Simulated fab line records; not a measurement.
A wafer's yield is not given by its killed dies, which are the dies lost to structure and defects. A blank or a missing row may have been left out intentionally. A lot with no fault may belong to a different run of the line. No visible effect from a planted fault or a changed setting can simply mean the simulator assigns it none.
fab line records + flow sky130
[record]
- lots = 11
- wafers = 33
- last_day = 50
route steps=708 shown POLY_CUT@318 LI_CONTACT@374 METAL1@449 METAL4@600 PAD_OPEN@708
lots that met no fault: taken from a fault-free run of the same line
start_h: hours from the record's opening day to when the first of the lot's shown wafers began + wait_h: time in hours since the lot's previous step + " as in the row above + L1.1+2: several wafers, shown together as one row + - value missing, or start not given + * or withheld: withheld + < > ~ a bound
route shown NAME@n: a module of which the file shows steps, and the number in the route of the first + usual: mean/standard deviation taken from wafers without a fault + same: alike in all rows + chamber/n: place in a boat + sites: readings site by site + _std_site: the standard deviation of these + _edge_site: outer sites' mean less inner sites' + radius_mm: for every site, how far away it sits from the centre of the wafer + mask NAME#n: copy n + behind: the tool/chamber that last shaped the wafer + hold: why the lot was held/for how many hours/how that ended + device: whichever transistor did not switch (one of n, p or np) + end of line: the route-end tests of the same wafers + where a step has no rows: the recipe by itself + killed: dies that structure and defects cost at the first sort, which is not the same as the wafer's yield + map: the dies of a wafer, with x for killed, . for not killed, _ for no die there
set.NAME: the run value of the setting; set.NAME@STEP: its run value at that earlier step + model.NAME: the simulator's own value behind a step, which no gauge read
route steps across a sampled set of lots; one table per step, one row per wafer
services: the hour from which a tool's chamber was out of use, counted from the record's first day as start_h (under 0 if before that day), plus the number of hours and why
[[steps]]
[step SKY_POLY_CUT_ETCH_11]
[recipe]
- target = Si3N4
- chemistry = CF4/CH2F2/Ar
- stop_on = poly-Si
- source_w = 600
- bias_w = 150
- pressure_mtorr = 40
- cf4_flow_sccm = 40
- ch2f2_flow_sccm = 20
- Ar_flow_sccm = 150
- time_s = 42.5
- target_depth_a = 600
[usual]
- chamber_pressure_mTorr = 40.00/0.034
- drypump_motor_current_A = 5.6/0.33
- oes_product_au = 0.831/0.0062
- throttle_valve_pct = 14.994/0.0092
| lot.wafer | tool        | chamber | start_h | wait_h | chamber_pressure_mTorr | drypump_motor_current_A | oes_product_au | rf_hours_counter_h | throttle_valve_pct |
|-----------|-------------|---------|---------|--------|------------------------|-------------------------|----------------|--------------------|--------------------|
| L475.1    | rie_diel-04 | 1       | 569.98  | 0.0    | 39.94                  | 5.6                     | 0.840          | 13                 | 14.992             |
| L475.5    | "           | 0       | "       | "      | 39.92                  | 5.8                     | 0.829          | -                  | 14.977             |
| L475.6    | "           | 1       | "       | "      | 40.01                  | 5.6                     | 0.825          | -                  | 14.993             |
| L474.2    | rie_diel-04 | 1       | 574.00  | 0.0    | 39.97                  | 5.6                     | 0.834          | 13                 | 15.001             |
| L474.3    | "           | 0       | "       | "      | 39.97                  | 5.8                     | 0.835          | 7                  | 14.994             |
| L474.6    | "           | 2       | "       | "      | 40.01                  | 5.5                     | 0.842          | -                  | 14.979             |
| L481.1    | rie_diel-04 | 0       | 633.87  | 0.0    | 40.03                  | 5.7                     | 0.839          | 8                  | 15.002             |
| L481.3    | "           | 2       | "       | "      | 40.01                  | 5.6                     | 0.828          | 6                  | 14.992             |
| L481.5    | "           | 0       | "       | "      | 40.02                  | 5.8                     | 0.827          | -                  | 14.996             |
| L482.3    | rie_diel-02 | 1       | 658.20  | 0.0    | 40.00                  | 5.7                     | 0.823          | 14                 | 14.993             |
| L482.4    | "           | 3       | "       | "      | 40.03                  | 5.2                     | 0.837          | 1                  | 14.995             |
| L482.5    | "           | 1       | "       | "      | 40.01                  | 5.7                     | 0.822          | -                  | 15.004             |
| L484.1    | rie_diel-02 | 3       | 661.48  | 0.0    | 40.03                  | 5.2                     | 0.842          | 1                  | 14.993             |
| L484.2    | "           | 0       | "       | "      | 39.99                  | 5.6                     | 0.839          | 22                 | 14.982             |
| L484.6    | "           | 3       | "       | "      | 39.92                  | 5.2                     | 0.829          | -                  | 15.009             |
| L487.2    | rie_diel-04 | 0       | 687.30  | 0.0    | 40.00                  | 5.7                     | 0.829          | 9                  | 14.998             |
| L487.5    | "           | 3       | "       | "      | 39.97                  | 5.9                     | 0.820          | -                  | 15.000             |
| L487.6    | "           | 0       | "       | "      | 40.06                  | 5.8                     | 0.840          | -                  | 14.988             |
| L489.3    | rie_diel-03 | 3       | 693.77  | 0.0    | 40.00                  | 6.3                     | 0.825          | 17                 | 15.000             |
| L489.5    | "           | 1       | "       | "      | 39.99                  | 5.9                     | 0.826          | -                  | 15.002             |
| L489.6    | "           | 0       | "       | "      | 40.00                  | 5.6                     | 0.831          | -                  | 14.993             |
| L490.2    | rie_diel-03 | 0       | 700.32  | 0.0    | 40.01                  | 5.6                     | 0.840          | 27                 | 14.986             |
| L490.4    | "           | 3       | "       | "      | 40.03                  | 6.2                     | 0.837          | 17                 | 14.990             |
| L490.6    | "           | 2       | "       | "      | 40.00                  | 5.0                     | 0.828          | -                  | 15.000             |
| L492.3    | rie_diel-04 | 1       | 712.20  | 0.0    | 39.99                  | 5.6                     | 0.823          | 16                 | 14.983             |
| L492.4    | "           | 3       | "       | "      | 39.98                  | 5.9                     | 0.822          | 7                  | 14.991             |
| L492.5    | "           | 3       | "       | "      | 39.94                  | 5.9                     | 0.832          | -                  | 15.001             |
| L493.2    | rie_diel-03 | 0       | 714.97  | 0.0    | 40.01                  | 5.6                     | 0.828          | 27                 | 15.013             |
| L493.4    | "           | 1       | "       | "      | 39.96                  | 5.9                     | 0.833          | 11                 | 15.000             |
| L493.6    | "           | 0       | "       | "      | 40.01                  | 5.6                     | 0.824          | -                  | 14.996             |
| L497.1    | rie_diel-03 | 0       | 740.35  | 0.0    | 39.98                  | 5.6                     | 0.833          | 28                 | 15.003             |
| L497.4    | "           | 2       | "       | "      | 39.98                  | 5.0                     | 0.828          | 21                 | 14.984             |
| L497.6    | "           | 1       | "       | "      | 39.97                  | 5.9                     | 0.835          | -                  | 14.987             |
[step SKY_LI_CONTACT_CD_MEAS_12]
[recipe]
- target_cd_nm = 170
[usual]
- cd_nm = 170.4/1.8
| lot.wafer | tool      | chamber | start_h | wait_h | cd_nm |
|-----------|-----------|---------|---------|--------|-------|
| L475.1    | cd_sem-02 | -       | 687.13  | -      | 168.0 |
| L475.5    | "         | -       | "       | "      | 167.3 |
| L475.6    | "         | -       | "       | "      | 168.4 |
| L474.2    | cd_sem-01 | -       | 690.70  | -      | 171.1 |
| L474.3    | "         | -       | "       | "      | 171.5 |
| L474.6    | "         | -       | "       | "      | 172.0 |
| L481.1    | cd_sem-02 | -       | 749.43  | -      | 168.6 |
| L481.3    | "         | -       | "       | "      | 170.7 |
| L481.5    | "         | -       | "       | "      | 170.3 |
| L482.3    | cd_sem-01 | -       | 771.11  | -      | 168.5 |
| L482.4    | "         | -       | "       | "      | 168.0 |
| L482.5    | "         | -       | "       | "      | 168.8 |
| L484.1    | cd_sem-02 | -       | 777.03  | -      | 172.0 |
| L484.2    | "         | -       | "       | "      | 172.8 |
| L484.6    | "         | -       | "       | "      | 172.6 |
| L487.2    | cd_sem-02 | -       | 800.15  | -      | 169.2 |
| L487.5    | "         | -       | "       | "      | 169.0 |
| L487.6    | "         | -       | "       | "      | 169.4 |
| L489.3    | cd_sem-01 | -       | 806.51  | -      | 169.0 |
| L489.5    | "         | -       | "       | "      | 169.9 |
| L489.6    | "         | -       | "       | "      | 169.3 |
| L490.2    | cd_sem-01 | -       | 812.82  | -      | 173.8 |
| L490.4    | "         | -       | "       | "      | 174.0 |
| L490.6    | "         | -       | "       | "      | 174.1 |
| L492.3    | cd_sem-01 | -       | 820.72  | -      | 170.9 |
| L492.4    | "         | -       | "       | "      | 168.7 |
| L492.5    | "         | -       | "       | "      | 169.3 |
| L493.2    | cd_sem-02 | -       | 825.02  | -      | 170.7 |
| L493.4    | "         | -       | "       | "      | 172.2 |
| L493.6    | "         | -       | "       | "      | 172.6 |
| L497.1    | cd_sem-02 | -       | 850.52  | -      | 173.6 |
| L497.4    | "         | -       | "       | "      | 173.6 |
| L497.6    | "         | -       | "       | "      | 172.5 |
[step SKY_METAL1_CD_MEAS_15]
[recipe]
- target_cd_nm = 140
[usual]
- cd_nm = 140.1/1.6
| lot.wafer | tool      | chamber | start_h | wait_h | cd_nm |
|-----------|-----------|---------|---------|--------|-------|
| L475.1    | cd_sem-01 | -       | 776.08  | -      | 138.7 |
| L475.5    | "         | -       | "       | "      | 139.8 |
| L475.6    | "         | -       | "       | "      | 138.8 |
| L474.2    | cd_sem-01 | -       | 780.55  | -      | 142.8 |
| L474.3    | "         | -       | "       | "      | 141.0 |
| L474.6    | "         | -       | "       | "      | 142.5 |
| L481.1    | cd_sem-02 | -       | 835.70  | -      | 139.7 |
| L481.3    | "         | -       | "       | "      | 139.8 |
| L481.5    | "         | -       | "       | "      | 138.9 |
| L482.3    | cd_sem-02 | -       | 854.47  | -      | 141.0 |
| L482.4    | "         | -       | "       | "      | 140.3 |
| L482.5    | "         | -       | "       | "      | 141.4 |
| L484.1    | cd_sem-02 | -       | 862.20  | -      | 139.8 |
| L484.2    | "         | -       | "       | "      | 141.5 |
| L484.6    | "         | -       | "       | "      | 141.2 |
| L487.2    | cd_sem-02 | -       | 884.26  | -      | 139.8 |
| L487.5    | "         | -       | "       | "      | 139.2 |
| L487.6    | "         | -       | "       | "      | 139.6 |
| L489.3    | cd_sem-02 | -       | 889.97  | -      | 138.1 |
| L489.5    | "         | -       | "       | "      | 137.8 |
| L489.6    | "         | -       | "       | "      | 139.0 |
| L490.2    | cd_sem-02 | -       | 896.17  | -      | 142.1 |
| L490.4    | "         | -       | "       | "      | 141.3 |
| L490.6    | "         | -       | "       | "      | 141.6 |
| L492.3    | cd_sem-01 | -       | 902.88  | -      | 139.0 |
| L492.4    | "         | -       | "       | "      | 138.7 |
| L492.5    | "         | -       | "       | "      | 138.7 |
| L493.2    | cd_sem-02 | -       | 908.71  | -      | 137.6 |
| L493.4    | "         | -       | "       | "      | 139.2 |
| L493.6    | "         | -       | "       | "      | 138.8 |
| L497.1    | cd_sem-02 | -       | 932.03  | -      | 142.4 |
| L497.4    | "         | -       | "       | "      | 141.6 |
| L497.6    | "         | -       | "       | "      | 141.9 |
[step SKY_METAL4_SPUTTER_02]
[recipe]
- material = AlCu
- target_thk_nm = 735
- power_w = 10600
- time_s = 39.1
- chamber_pressure_pa = 0.4
[usual]
- throttle_valve_pct = 30.1/1.2
| lot.wafer | tool           | chamber | start_h | wait_h | throttle_valve_pct |
|-----------|----------------|---------|---------|--------|--------------------|
| L475.1    | pvd_sputter-03 | -       | 943.41  | 0.0    | 31.6               |
| L475.5    | "              | -       | "       | "      | 28.5               |
| L475.6    | "              | -       | "       | "      | 31.6               |
| L474.2    | pvd_sputter-03 | -       | 947.73  | 0.0    | 31.8               |
| L474.3    | "              | -       | "       | "      | 28.7               |
| L474.6    | "              | -       | "       | "      | 29.6               |
| L481.1    | pvd_sputter-03 | -       | 996.08  | 0.0    | 29.8               |
| L481.3    | "              | -       | "       | "      | 30.3               |
| L481.5    | "              | -       | "       | "      | 29.6               |
| L482.3    | pvd_sputter-03 | -       | 1012.57 | 0.0    | 31.9               |
| L482.4    | "              | -       | "       | "      | 29.6               |
| L482.5    | "              | -       | "       | "      | 29.0               |
| L484.1    | pvd_sputter-02 | -       | 1020.29 | 0.0    | 32.4               |
| L484.2    | "              | -       | "       | "      | 31.0               |
| L484.6    | "              | -       | "       | "      | 29.1               |
| L487.2    | pvd_sputter-03 | -       | 1037.78 | 0.0    | 29.5               |
| L487.5    | "              | -       | "       | "      | 30.2               |
| L487.6    | "              | -       | "       | "      | 28.7               |
| L489.3    | pvd_sputter-02 | -       | 1042.06 | 0.0    | 28.6               |
| L489.5    | "              | -       | "       | "      | 32.3               |
| L489.6    | "              | -       | "       | "      | 28.7               |
| L490.2    | pvd_sputter-02 | -       | 1049.36 | 0.0    | 28.8               |
| L490.4    | "              | -       | "       | "      | 29.2               |
| L490.6    | "              | -       | "       | "      | 28.4               |
| L492.3    | pvd_sputter-04 | -       | 1054.24 | 0.0    | 30.8               |
| L492.4    | "              | -       | "       | "      | 29.0               |
| L492.5    | "              | -       | "       | "      | 30.7               |
| L493.2    | pvd_sputter-02 | -       | 1059.72 | 0.0    | 28.4               |
| L493.4    | "              | -       | "       | "      | 32.3               |
| L493.6    | "              | -       | "       | "      | 28.4               |
| L497.1    | pvd_sputter-04 | -       | 1079.14 | 0.0    | 30.8               |
| L497.4    | "              | -       | "       | "      | 29.2               |
| L497.6    | "              | -       | "       | "      | 30.2               |
[step SKY_METAL4_METAL_ETCH_18]
[recipe]
- target_depth_a = 8450
- stop_on = SiO2
- over_etch_frac = 0.3
- time_s = 183.1
- chemistry = Cl2/BCl3
- resist_sidewall_deg = 88
- pressure_mtorr = 10
- icp_w = 900
- bias_w = 48.5
- Cl2_flow_sccm = 60
- bcl3_flow_sccm = 30
[usual]
- chamber_pressure_mTorr = 10.000/0.0087
- drypump_motor_current_A = 5.6/0.39
- oes_product_au = 0.868/0.0065
- throttle_valve_pct = 22.263/0.0093
| lot.wafer | tool         | chamber | start_h | wait_h | chamber_pressure_mTorr | drypump_motor_current_A | oes_product_au | rf_hours_counter_h | throttle_valve_pct |
|-----------|--------------|---------|---------|--------|------------------------|-------------------------|----------------|--------------------|--------------------|
| L475.1    | rie_metal-04 | 0       | 991.76  | 0.0    | 10.003                 | 5.9                     | 0.879          | 15                 | 22.262             |
| L475.5    | "            | 0       | "       | "      | 10.014                 | 5.9                     | 0.876          | -                  | 22.265             |
| L475.6    | "            | 1       | "       | "      | 9.997                  | 5.7                     | 0.875          | -                  | 22.253             |
| L474.2    | rie_metal-01 | 1       | 996.08  | 0.0    | 9.993                  | 5.0                     | 0.868          | 11                 | 22.262             |
| L474.3    | "            | 1       | "       | "      | 10.011                 | 5.0                     | 0.863          | -                  | 22.267             |
| L474.6    | "            | 0       | "       | "      | 10.001                 | 5.9                     | 0.866          | -                  | 22.256             |
| L481.1    | rie_metal-04 | 0       | 1043.59 | 0.0    | 9.977                  | 5.8                     | 0.859          | 18                 | 22.275             |
| L481.3    | "            | 0       | "       | "      | 9.998                  | 5.9                     | 0.864          | -                  | 22.272             |
| L481.5    | "            | 1       | "       | "      | 10.000                 | 5.7                     | 0.866          | -                  | 22.269             |
| L482.3    | rie_metal-03 | 0       | 1057.86 | 0.1    | 10.009                 | 5.9                     | 0.880          | -                  | 22.243             |
| L482.4    | "            | 1       | "       | "      | 10.011                 | 5.6                     | 0.908          | -                  | 22.255             |
| L482.5    | "            | 0       | "       | "      | 9.999                  | 5.9                     | 0.881          | -                  | 22.262             |
| L484.1    | rie_metal-04 | 0       | 1065.65 | 0.0    | 9.993                  | 5.9                     | 0.869          | 20                 | 22.266             |
| L484.2    | "            | 1       | "       | "      | 10.001                 | 5.7                     | 0.866          | 7                  | 22.249             |
| L484.6    | "            | 1       | "       | "      | 9.983                  | 5.7                     | 0.861          | -                  | 22.265             |
| L487.2    | rie_metal-03 | 1       | 1081.86 | 0.0    | 10.001                 | 5.7                     | 0.908          | 16                 | 22.262             |
| L487.5    | "            | 0       | "       | "      | 9.996                  | 5.9                     | 0.872          | -                  | 22.258             |
| L487.6    | "            | 1       | "       | "      | 9.995                  | 5.7                     | 0.905          | -                  | 22.271             |
| L489.3    | rie_metal-04 | 1       | 1086.58 | 0.1    | 10.010                 | 5.7                     | 0.864          | -                  | 22.262             |
| L489.5    | "            | 0       | "       | "      | 10.004                 | 5.9                     | 0.867          | -                  | 22.264             |
| L489.6    | "            | 1       | "       | "      | 9.998                  | 5.7                     | 0.872          | -                  | 22.276             |
| L490.2    | rie_metal-03 | 1       | 1093.32 | 0.0    | 10.005                 | 5.6                     | 0.864          | 17                 | 22.268             |
| L490.4    | "            | 0       | "       | "      | 10.015                 | 5.9                     | 0.865          | -                  | 22.259             |
| L490.6    | "            | 0       | "       | "      | 9.992                  | 5.9                     | 0.862          | -                  | 22.259             |
| L492.3    | rie_metal-01 | 0       | 1098.16 | 0.1    | 9.999                  | 5.9                     | 0.860          | -                  | 22.255             |
| L492.4    | "            | 1       | "       | "      | 10.006                 | 4.9                     | 0.873          | -                  | 22.272             |
| L492.5    | "            | 0       | "       | "      | 9.994                  | 5.9                     | 0.872          | -                  | 22.259             |
| L493.2    | rie_metal-03 | 1       | 1103.20 | 0.0    | 9.992                  | 5.6                     | 0.856          | 17                 | 22.260             |
| L493.4    | "            | 0       | "       | "      | 9.988                  | 5.9                     | 0.868          | -                  | 22.266             |
| L493.6    | "            | 0       | "       | "      | 10.007                 | 5.9                     | 0.869          | -                  | 22.263             |
| L497.1    | rie_metal-01 | 0       | 1120.95 | 0.0    | 10.000                 | 5.9                     | 0.851          | 11                 | 22.268             |
| L497.4    | "            | 1       | "       | "      | 10.003                 | 5.0                     | 0.873          | -                  | 22.266             |
| L497.6    | "            | 1       | "       | "      | 10.008                 | 5.0                     | 0.875          | -                  | 22.261             |
[step SKY_PAD_OPEN_PROBE_99]
[usual]
- defect_limited_yield = 82.5/2
- killed_at_M0_to_M3 = 44/7.7
- killed_at_M4_up = 3.0/1.9
- killed_at_contacts = 25/5.6
- killed_at_front_end = 15/4.6
- killed_at_other = 0.3/0.47
- killed_dies = 86/9.9
- killed_open = 47/7.4
- killed_short = 39/5.9
- sort_bin_3_pad_short = 0.8/0.37
- sort_bin_5_function = 10.4/1.5
- sort_bin_6_memory = 6.3/1
- sort_n_pass = 406/9.9
- sort_yield_pct = 82.5/2
[same]
- gross_dies = 492
- killed_at_back_side = 0
- sort_bin_4_leakage[%] = 0
- sort_bin_8_speed[%] = 0
| lot.wafer | tool      | chamber | start_h | wait_h | defect_limited_yield[%] | killed_at_M0_to_M3 | killed_at_M4_up | killed_at_contacts | killed_at_front_end | killed_at_other | killed_dies | killed_open | killed_short | sort_bin_3_pad_short[%] | sort_bin_5_function[%] | sort_bin_6_memory[%] | sort_n_pass | sort_yield_pct[%] |
|-----------|-----------|---------|---------|--------|-------------------------|--------------------|-----------------|--------------------|---------------------|-----------------|-------------|-------------|--------------|-------------------------|------------------------|----------------------|-------------|-------------------|
| L475.1    | prober-02 | -       | 1086.90 | 0.1    | 80.7                    | 44                 | 0               | 33                 | 17                  | 1               | 95          | 54          | 41           | 1.2                     | 10.8                   | 7.3                  | 397         | 80.7              |
| L475.5    | prober-02 | -       | 1087.10 | 0.2    | 82.1                    | 46                 | 1               | 26                 | 15                  | 0               | 88          | 51          | 37           | 0.6                     | 11.8                   | 5.5                  | 404         | 82.1              |
| L475.6    | prober-02 | -       | 1087.15 | 0.2    | 81.9                    | 49                 | 4               | 26                 | 10                  | 0               | 89          | 47          | 42           | 1.4                     | 11.4                   | 5.3                  | 403         | 81.9              |
| L482.3    | prober-01 | -       | 1144.88 | 0.2    | 82.3                    | 48                 | 2               | 21                 | 16                  | 0               | 87          | 53          | 34           | 1.0                     | 10.6                   | 6.1                  | 405         | 82.3              |
| L482.4    | prober-01 | -       | 1144.93 | 0.2    | 83.5                    | 36                 | 2               | 22                 | 21                  | 0               | 81          | 52          | 29           | 0.6                     | 9.6                    | 6.3                  | 411         | 83.5              |
| L482.5    | prober-01 | -       | 1144.98 | 0.2    | 82.7                    | 45                 | 3               | 22                 | 14                  | 1               | 85          | 51          | 34           | 0.6                     | 10.6                   | 6.1                  | 407         | 82.7              |
| L484.1    | prober-01 | -       | 1151.86 | 0.1    | 85.2                    | 35                 | 4               | 24                 | 10                  | 0               | 73          | 45          | 28           | 0.4                     | 8.9                    | 5.5                  | 419         | 85.2              |
| L484.2    | prober-01 | -       | 1151.91 | 0.1    | 85.8                    | 30                 | 6               | 23                 | 11                  | 0               | 70          | 34          | 36           | 1.0                     | 8.3                    | 4.9                  | 422         | 85.8              |
| L484.6    | prober-01 | -       | 1152.11 | 0.2    | 85.4                    | 40                 | 3               | 15                 | 14                  | 0               | 72          | 35          | 37           | 0.6                     | 8.7                    | 5.3                  | 420         | 85.4              |
| L487.5    | prober-02 | -       | 1166.18 | 0.2    | 81.7                    | 49                 | 4               | 30                 | 6                   | 1               | 90          | 47          | 43           | 1.2                     | 10.6                   | 6.5                  | 402         | 81.7              |
| L493.2    | prober-01 | -       | 1183.06 | 0.1    | 82.3                    | 39                 | 2               | 28                 | 18                  | 0               | 87          | 45          | 42           | 0.8                     | 10.6                   | 6.3                  | 405         | 82.3              |
| L493.4    | prober-01 | -       | 1183.16 | 0.2    | 84.3                    | 28                 | 2               | 29                 | 18                  | 0               | 77          | 42          | 35           | 0.8                     | 10.0                   | 4.9                  | 415         | 84.3              |
| L493.6    | prober-01 | -       | 1183.26 | 0.2    | 85.0                    | 43                 | 2               | 14                 | 15                  | 0               | 74          | 39          | 35           | 1.6                     | 8.3                    | 5.1                  | 418         | 85.0              |
// killed by level:class
L475.1 CONTACT:geometric_particle:open=14 LI_CONTACT:geometric_particle:open=9 METAL2:geometric_particle:short=8 CONTACT:geometric_particle:short=7 VIA1:geometric_particle:open=7 POLY_GATE:geometric_particle:open=6 VIA1:geometric_particle:short=5 VIA2:geometric_particle:open=5
L475.5 VIA1:geometric_particle:open=15 LI_CONTACT:geometric_particle:open=7 POLY_GATE:geometric_particle:open=6 CONTACT:geometric_particle:open=6 METAL1:geometric_particle:short=6 VIA3:geometric_particle:open=6 CONTACT:geometric_particle:short=5 VIA2:geometric_particle:open=5
L475.6 METAL1:geometric_particle:short=11 VIA2:geometric_particle:open=9 CONTACT:geometric_particle:open=7 LOCAL_INTERCONNECT:geometric_particle:short=6 VIA3:geometric_particle:open=6 POLY_GATE:geometric_particle:open=5 LI_CONTACT:geometric_particle:open=5 VIA1:geometric_particle:open=5
L482.3 CONTACT:geometric_particle:open=10 METAL2:geometric_particle:short=9 LI_CONTACT:geometric_particle:open=8 VIA1:geometric_particle:open=8 VIA3:geometric_particle:open=8 VIA2:geometric_particle:open=5 FIELD_ISO:geometric_particle:short=4 METAL1:geometric_particle:short=4
L482.4 VIA1:geometric_particle:open=12 LI_CONTACT:geometric_particle:open=8 CONTACT:geometric_particle:open=8 POLY_GATE:geometric_particle:short=6 FIELD_ISO:geometric_particle:open=5 POLY_GATE:geometric_particle:open=5 VIA2:geometric_particle:open=5 VIA3:geometric_particle:open=5
L482.5 VIA1:geometric_particle:open=14 VIA3:geometric_particle:open=9 CONTACT:geometric_particle:open=8 CONTACT:geometric_particle:short=5 METAL2:geometric_particle:short=5 FIELD_ISO:geometric_particle:short=4 METAL1:geometric_particle:short=4 LI_CONTACT:geometric_particle:open=4
L484.1 VIA1:geometric_particle:open=11 LI_CONTACT:geometric_particle:open=8 CONTACT:geometric_particle:open=8 FIELD_ISO:geometric_particle:open=5 VIA3:geometric_particle:open=5 VIA2:geometric_particle:open=4 LI_CONTACT:geometric_particle:short=4 METAL1:geometric_particle:short=3
L484.2 CONTACT:geometric_particle:open=6 CONTACT:geometric_particle:short=5 VIA1:geometric_particle:open=5 VIA2:geometric_particle:open=5 METAL2:geometric_particle:short=5 FIELD_ISO:geometric_particle:short=4 LI_CONTACT:geometric_particle:open=4 LOCAL_INTERCONNECT:geometric_particle:short=4
L484.6 METAL2:geometric_particle:short=10 POLY_GATE:geometric_particle:short=5 LOCAL_INTERCONNECT:geometric_particle:short=5 VIA1:geometric_particle:open=5 VIA2:geometric_particle:open=5 VIA3:geometric_particle:open=5 LI_CONTACT:geometric_particle:open=4 METAL1:geometric_particle:short=4
L487.5 VIA1:geometric_particle:open=10 LI_CONTACT:geometric_particle:open=9 CONTACT:geometric_particle:open=9 METAL2:geometric_particle:short=9 VIA2:geometric_particle:open=8 VIA1:geometric_particle:short=6 CONTACT:geometric_particle:short=5 LOCAL_INTERCONNECT:geometric_particle:short=4
L493.2 LI_CONTACT:geometric_particle:open=8 CONTACT:geometric_particle:open=7 VIA3:geometric_particle:open=6 VIA1:geometric_particle:open=6 LI_CONTACT:geometric_particle:short=5 METAL2:geometric_particle:short=5 FIELD_ISO:geometric_particle:short=4 POLY_GATE:geometric_particle:open=4
L493.4 LI_CONTACT:geometric_particle:open=13 CONTACT:geometric_particle:open=6 CONTACT:geometric_particle:short=6 FIELD_ISO:geometric_particle:short=5 METAL2:geometric_particle:short=5 VIA2:geometric_particle:open=5 VIA3:geometric_particle:open=5 POLY_GATE:geometric_particle:short=4
L493.6 VIA3:geometric_particle:open=9 METAL1:geometric_particle:short=8 LI_CONTACT:geometric_particle:open=7 VIA2:geometric_particle:open=7 FIELD_ISO:geometric_particle:short=5 CONTACT:geometric_particle:open=5 VIA1:geometric_particle:open=5 METAL2:geometric_particle:short=4
[[services]]
| tool           | chamber | start_h | hours | kind   |
|----------------|---------|---------|-------|--------|
| rie_diel-03    | -       | 572.54  | 1.4   | repair |
| rie_diel-03    | 3       | 587.73  | 8.7   | repair |
| rie_diel-04    | 0       | 593.29  | 18.3  | repair |
| rie_metal-04   | 1       | 594.12  | 11.1  | repair |
| rie_diel-03    | 1       | 595.48  | 6.3   | repair |
| rie_diel-04    | -       | 596.74  | 0.6   | repair |
| pvd_sputter-03 | -       | 596.78  | 9.4   | repair |
| rie_diel-04    | 3       | 606.90  | 3.2   | repair |
| rie_metal-04   | 1       | 620.24  | 6.4   | repair |
| rie_metal-03   | -       | 659.82  | 0.3   | repair |
| rie_diel-04    | 1       | 697.48  | 1.6   | repair |
| rie_metal-04   | -       | 718.20  | 0.4   | repair |
| rie_diel-04    | 3       | 738.80  | 15.7  | repair |
| pvd_sputter-03 | -       | 786.56  | 1.9   | repair |
| pvd_sputter-03 | -       | 797.75  | 1.2   | repair |
| rie_diel-04    | 2       | 874.25  | 1.2   | repair |
| pvd_sputter-03 | -       | 963.70  | 4.5   | repair |
| rie_diel-04    | 3       | 1026.41 | 3.1   | repair |
| rie_diel-04    | -       | 1028.07 | 0.6   | repair |
| rie_diel-04    | 3       | 1039.84 | 3.2   | repair |
| rie_diel-04    | 2       | 1045.67 | 1.2   | repair |
| rie_diel-04    | -       | 1056.54 | 0.3   | repair |
| rie_diel-04    | -       | 1078.19 | 2.8   | pm     |
| rie_diel-04    | -       | 1109.71 | 0.4   | repair |
[[key]]
[first_sign]
- step = SKY_METAL4_METAL_ETCH_18
- reading = oes_product_au
- direction = up
- sigmas = 6.1
- usual = 0.868
- struck = 0.907
effect none on later readings
met_at SKY_METAL4_SPUTTER_02
struck_lots L482,L487
struck_wafers L482.4,L487.2,L487.6
not_acting_at SKY_POLY_CUT_ETCH_11,SKY_LI_CONTACT_CD_MEAS_12,SKY_METAL1_CD_MEAS_15
onset_between 996.08 1012.57
[fault]
- kind = process_parameter_drift
- tool = pvd_sputter-03
- chamber = -
- onset_h = 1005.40
- steps = SKY_METAL4_SPUTTER_02
- channel = time_s
- offset = *
- shape = step
- end_h = 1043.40
- scope = struck_wafers_only
- acts_in = *
- stated = *
